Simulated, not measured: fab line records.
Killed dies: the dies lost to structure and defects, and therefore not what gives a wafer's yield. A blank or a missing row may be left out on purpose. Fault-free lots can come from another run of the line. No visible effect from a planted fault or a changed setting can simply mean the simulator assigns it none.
Chamber matching	flow sfq_line	SFQ_TRILAYER_I1_VIA_BARC_OPEN_VIA_ETCH_071 on rie_diel-01: 4 sister chambers
The step etches BARC in O2, target depth 125 nm, time 41.7 s. 4 wafers are shown with their chamber, then 7 later ones without.

== WAFERS WITH THEIR CHAMBER ==
wafer	chamber	oes_product_au (a.u.)
L500.1	1	0.691
L500.4	2	0.672
L502.1	0	0.686
L502.4	3	0.687

== WAFERS WITHOUT THEIR CHAMBER ==
wafer	oes_product_au (a.u.)
L502.5	0.690
L509.2	0.682
L509.3	0.685
L509.5	0.681
L514.2	0.679
L514.4	0.679
L514.5	0.681

== WHICH CHAMBER EACH WENT THROUGH ==
wafer	from the rows above	in truth
L502.5	can't be placed: 1 or 3 or 0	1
L509.2	can't be placed: 0 or 3 or 1 or 2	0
L509.3	can't be placed: 0 or 3 or 1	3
L509.5	can't be placed: 0 or 3 or 2 or 1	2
L514.2	can't be placed: 0 or 2 or 3 or 1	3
L514.4	can't be placed: 0 or 2 or 3 or 1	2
L514.5	can't be placed: 0 or 3 or 2 or 1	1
Correctly placed: 0 of 7. Can't be placed from these rows: 7 (the true chamber is among the candidates in 7). Number placed wrongly: 0.
How it was worked out, from the rows above alone: a wafer's distance from a chamber is the root of the sum, over the readings, of the square of ((its reading less the chamber's mean) divided by the reading's scatter). If the next closest chamber is less than 2 further off than the closest, the wafer can't be placed; otherwise it belongs to the closest. Each chamber's mean is taken over the wafers shown for it. The scatter: root of mean squared gap, hidden wafer to nearest shown wafer, with one shown wafer a chamber.
